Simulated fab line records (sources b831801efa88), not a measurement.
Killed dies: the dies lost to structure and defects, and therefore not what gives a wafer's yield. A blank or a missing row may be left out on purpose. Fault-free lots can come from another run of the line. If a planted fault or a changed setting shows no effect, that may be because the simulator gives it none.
2 desks, one fault | flow gf180mcu | only its own numbers are on each desk; what lay behind them is given at the end

THE METROLOGY DESK
What the gauges read for every lot (on any tool): the sampled wafers with a number, averaged. The brackets show how far a lot's mean lies from the usual mean; more than 4 standard deviations puts the lot out of limits, marked OUT.
Columns: A = V1_CVD_00_THK at GF_V1_THK_MEAS_01, usual 603 nm; B = V1_CVD_02_THK at GF_V1_THK_MEAS_03, usual 849 nm; C = V1_BOW at GF_V1_BOW_MEAS_05, usual 80 um
lot  | first seen here | A   | B   | C
L796 | day 17 11:47    | 595 | 845 | 78
L797 | day 17 16:08    | 602 | 843 | 86
L799 | day 18 01:45    | 601 | 841 | 78
L798 | day 18 04:15    | 599 | 837 | 78
L800 | day 18 18:05    | 603 | 851 | 86
L801 | day 19 01:15    | 605 | 851 | 86
L802 | day 19 13:07    | 602 | 853 | 85
L803 | day 19 19:13    | 599 | 845 | 87
L806 | day 20 23:43    | 602 | 847 | 84
L809 | day 22 07:57    | 603 | 859 | 84
L812 | day 23 16:15    | 608 | 846 | 77
L814 | day 24 02:16    | 604 | 864 | 82
L817 | day 24 13:28    | 604 | 843 | 77
L818 | day 25 03:35    | 605 | 851 | 80
Result from this desk: across the 14 lots, nothing is out of limits.

TOOL OWNER'S DESK, rie si-01
The tool's own readings at GF_STI_ETCH_14 (etches Si in HBr/Cl2/O2, target depth 360 nm, time 102.9 s): means of the sampled wafers that have a number, for each lot that ran on this tool. The brackets show how far a lot's mean lies from the usual mean; more than 4 standard deviations puts the lot out of limits, marked OUT.
Columns: A = drypump motor current A at GF_STI_ETCH_14, usual 5.8 A; B = he backside leak sccm at GF_STI_ETCH_14, usual 2.76 sccm; C = oes product au at GF_STI_ETCH_14, usual 1.001 a.u.; D = run length s at GF_STI_ETCH_14, usual 131.2 s; E = throttle valve pct at GF_STI_ETCH_14, usual 25.658 %
lot  | first seen here | A   | B    | C     | D                | E
L796 | day 2 04:36     | 6.0 | 2.77 | 0.985 | 130.9            | 25.667
L798 | day 2 11:42     | 6.0 | 2.80 | 0.993 | 131.1            | 25.655
L801 | day 3 04:22     | 5.8 | 2.57 | 1.003 | 130.7            | 25.654
L802 | day 3 08:18     | 6.0 | 2.83 | 1.010 | 131.5            | 25.654
L803 | day 3 13:30     | 6.1 | 2.61 | 1.002 | 131.4            | 25.666
L806 | day 4 05:01     | 6.0 | 2.78 | 1.004 | 131.6            | 25.653
L809 | day 4 21:36     | 6.0 | 2.71 | 1.009 | 133.4 (+4.2) OUT | 25.664
L812 | day 5 11:04     | 5.8 | 2.79 | 0.993 | 133.1            | 25.667
This desk's verdict: out of limits on L809, starting with L809 at day 4 21:36 (run length s at GF_STI_ETCH_14). Within limits: L796, L798, L801, L802, L803, L806, L812.

BROUGHT TOGETHER
On L809, at day 4 21:36, an alarm was possible from the tool owner's desk.
From the metrology desk's view, nothing was out of limits.
The metrology desk has L809 on record, within its limits.
Of the lots named, all ran GF_STI_ETCH_14 on rie si-01.

WHAT THE SIMULATOR PUT IN
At GF_STI_ETCH_14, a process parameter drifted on rie si-01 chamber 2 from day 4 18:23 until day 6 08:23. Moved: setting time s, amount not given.
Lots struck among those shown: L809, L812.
Hours from the fault's start to each desk's first reading out of limits: the tool owner's desk, 3.
